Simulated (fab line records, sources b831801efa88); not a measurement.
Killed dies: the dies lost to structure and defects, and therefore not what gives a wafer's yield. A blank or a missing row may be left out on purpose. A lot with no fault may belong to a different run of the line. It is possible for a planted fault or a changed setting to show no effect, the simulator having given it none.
Which tool did it? -- flow gf180mcu -- 10 lots with 30 wafers sampled at 7 steps, on a route of 602 steps

## WHAT EACH GAUGE READ, for each wafer
GF_PSD_TW_MEAS_11.
lot,measured,on,PSD_TW
L687,day 14 18:48,film metro-02,3147 3162 3157
L688,day 14 22:14,film metro-03,3187 3188 3188
L690,day 15 15:18,film metro-02,3150 3148 3144
L692,day 16 04:28,film metro-03,3047 3028 3061
L693,day 16 13:13,film metro-02,3135 3132 3134
L695,day 17 06:14,film metro-02,3005 3013 3019
L703,day 20 01:31,film metro-02,3189 3174 3169
L707,day 21 11:15,film metro-02,3150 3160 3145
L708,day 21 21:53,film metro-02,3160 3153 3157
L709,day 22 11:21,film metro-02,3148 3152 3140

GF_PSD_RS_MEAS_15: a four-point-probe measurement.
lot,measured,on,PSD_RS (ohm/sq)
L687,day 14 19:07,film metro-03,108.3 108.5 108.3
L688,day 14 22:33,film metro-02,108.6 108.5 108.7
L690,day 15 15:37,film metro-01,108.8 108.5 108.5
L692,day 16 04:49,film metro-03,116.7 116.8 116.9
L693,day 16 13:32,film metro-01,109.1 108.6 108.5
L695,day 17 06:34,film metro-01,117.4 117.1 117.3
L703,day 20 01:52,film metro-03,108.5 108.5 108.4
L707,day 21 11:35,film metro-03,108.6 108.6 108.7
L708,day 21 22:12,film metro-01,108.5 108.7 108.7
L709,day 22 11:40,film metro-01,109.1 109.1 109.1

GF_CONTACT_THK_MEAS_03.
lot,measured,on,CONTACT_CVD_02_THK (nm)
L687,day 15 18:14,film metro-01,840 868 855
L688,day 15 21:10,film metro-03,859 874 881
L690,day 16 19:15,film metro-04,857 876 880
L692,day 17 04:59,film metro-03,849 873 865
L693,day 17 13:39,film metro-03,867 864 875
L695,day 18 07:21,film metro-01,873 868 882
L703,day 21 02:54,film metro-04,853 857 854
L707,day 22 12:20,film metro-04,840 862 854
L708,day 22 21:53,film metro-03,867 858 864
L709,day 23 11:37,film metro-04,844 874 874

## TOOL THAT RAN EACH LOT (tool first, then ch and the chambers of the sampled wafers, then the start)
lot,GF_VT_IMPLANT_STRIP_42,GF_PSD_IMPLANT_09,GF_PSD_STRIP_10,GF_SAB_STRIP_13
L687,"plasma asher-01 ch 0,1, day 7 20:18","implanter-03 ch 0, day 14 18:34","plasma asher-03 ch 0, day 14 18:41","plasma asher-02 ch 0,1, day 15 17:19"
L688,"plasma asher-04 ch 0,1, day 8 03:23","implanter-02 ch 0, day 14 21:59","plasma asher-02 ch 0, day 14 22:07","plasma asher-02 ch 0,1, day 15 20:14"
L690,"plasma asher-02 ch 0, day 8 15:09","implanter-02 ch 0, day 15 15:03","plasma asher-02 ch 0, day 15 15:12","plasma asher-01 ch 0,1, day 16 18:21"
L692,"plasma asher-01 ch 0,1, day 9 01:41","implanter-02 ch 0, day 16 04:15","plasma asher-03 ch 0,1, day 16 04:23","plasma asher-03 ch 0,1, day 17 04:07"
L693,"plasma asher-02 ch 0,1, day 9 10:47","implanter-03 ch 0, day 16 12:58","plasma asher-02 ch 0,1, day 16 13:06","plasma asher-01 ch 0,1, day 17 12:45"
L695,"plasma asher-01 ch 0,1, day 10 00:00","implanter-02 ch 0, day 17 06:01","plasma asher-04 ch 0,1, day 17 06:08","plasma asher-02 ch 0,1, day 18 06:27"
L703,"plasma asher-02 ch 0,1, day 12 03:40","implanter-04 ch 0, day 20 01:18","plasma asher-03 ch 0,1, day 20 01:26","plasma asher-02 ch 0,1, day 21 02:01"
L707,"plasma asher-02 ch 0,1, day 13 08:35","implanter-02 ch 0, day 21 11:02","plasma asher-02 ch 0,1, day 21 11:10","plasma asher-02 ch 0,1, day 22 11:27"
L708,"plasma asher-01 ch 0,1, day 13 16:44","implanter-03 ch 0, day 21 21:38","plasma asher-04 ch 0,1, day 21 21:46","plasma asher-02 ch 0,1, day 22 21:00"
L709,"plasma asher-02 ch 0,1, day 14 03:47","implanter-02 ch 0, day 22 11:06","plasma asher-04 ch 0,1, day 22 11:15","plasma asher-03 ch 0,1, day 23 10:41"
- GF_VT_IMPLANT_STRIP_42: strips in O2/N2.
- GF_PSD_IMPLANT_09
- GF_PSD_STRIP_10: strips in O2/N2.
- GF_SAB_STRIP_13: strips in O2/N2.

## AS READ BY THE TOOLS THEMSELVES (means over the sampled wafers that have a number; for cases with no such wafer, the mark the record gives instead)
GF_VT_IMPLANT_STRIP_42.
lot,tool,drypump motor current A (A),heater power w (W),oes product au (a.u.),strip time to endpoint s (s)
L687,plasma asher-01,5.63,362,0.714,12.60
L688,plasma asher-04,6.00,311,0.714,12.62
L690,plasma asher-02,5.72,280,0.716,12.65
L692,plasma asher-01,5.68,363,0.717,12.67
L693,plasma asher-02,5.69,297,0.717,12.58
L695,plasma asher-01,5.64,360,0.717,12.60
L703,plasma asher-02,5.71,294,0.720,12.63
L707,plasma asher-02,5.68,298,0.714,12.64
L708,plasma asher-01,5.64,355,0.717,12.65
L709,plasma asher-02,5.70,291,0.715,12.65

GF_PSD_IMPLANT_09.
lot,tool,beam energy keV,beam on s (s),dose ions cm2
L687,implanter-03,40.013,10.05,1.5e+15
L688,implanter-02,39.995,9.84,1.5e+15
L690,implanter-02,40.010,9.87,1.5e+15
L692,implanter-02,34.095,10.08,1.5e+15
L693,implanter-03,40.003,10.07,1.5e+15
L695,implanter-02,34.088,10.05,1.5e+15
L703,implanter-04,39.990,10.23,1.5e+15
L707,implanter-02,39.996,10.01,1.5e+15
L708,implanter-03,40.005,10.05,1.5e+15
L709,implanter-02,39.996,10.00,1.5e+15

GF_PSD_STRIP_10.
lot,tool,drypump motor current A (A),heater power w (W),oes product au (a.u.),strip time to endpoint s (s)
L687,plasma asher-03,4.8,286,0.593,16.52
L688,plasma asher-02,5.7,277,0.596,16.54
L690,plasma asher-02,5.7,279,0.592,16.51
L692,plasma asher-03,5.1,307,0.604,15.96
L693,plasma asher-02,5.7,288,0.593,16.47
L695,plasma asher-04,5.6,334,0.601,15.95
L703,plasma asher-03,5.1,307,0.586,16.53
L707,plasma asher-02,5.7,294,0.592,16.44
L708,plasma asher-04,6.0,311,0.594,16.54
L709,plasma asher-04,5.6,337,0.597,16.54

GF_SAB_STRIP_13.
lot,tool,drypump motor current A (A),heater power w (W),oes product au (a.u.),strip time to endpoint s (s)
L687,plasma asher-02,5.7,309,0.708,12.624
L688,plasma asher-02,5.7,304,0.710,12.628
L690,plasma asher-01,5.7,358,0.709,12.592
L692,plasma asher-03,5.1,312,0.713,12.626
L693,plasma asher-01,5.6,361,0.711,12.627
L695,plasma asher-02,5.6,312,0.707,12.610
L703,plasma asher-02,5.7,291,0.706,12.640
L707,plasma asher-02,5.7,293,0.708,12.615
L708,plasma asher-02,5.7,298,0.708,12.628
L709,plasma asher-03,5.2,315,0.708,12.603

## THE ANSWER, worked out from the rows above alone
Rule: the usual values come from the lots themselves. Put in order of their means at a reading, lots are off if they are a third of the lots or fewer, leave a main group of 4 or more, and stand apart from it by a gap of 3 or more times the standard deviation of the main group's means; of several such gaps the widest counts. A main group whose means are all the same, to the digits that the tables above print for the reading, isn't used. Also off: a lot with no number at a reading for which 4 or more lots have one. Where the step has rows for the other lots, those lots are counted as sound. First the gauges in route order, then the tools' own readings, where a lot's mean is used as printed above. At the first step where some lot is off, the reading lying furthest off is the one used; lots without a number count as furthest.
Off: L692, L695, at GF_PSD_TW_MEAS_11 (PSD_TW). For the main group the mean is 3157 and the standard deviation 16.
If a tool, at a process step before that reading, ran all the lots that are off and no sound lot after the first of them, it fits. The gauges at GF_PSD_TW_MEAS_11 aren't tried: what is off there is off at GF_PSD_IMPLANT_09 too, on other tools, and a gauge's error can't cause that. Not one of the candidates tried fits.

## WHAT HAD BEEN PUT IN BY THE SIMULATOR
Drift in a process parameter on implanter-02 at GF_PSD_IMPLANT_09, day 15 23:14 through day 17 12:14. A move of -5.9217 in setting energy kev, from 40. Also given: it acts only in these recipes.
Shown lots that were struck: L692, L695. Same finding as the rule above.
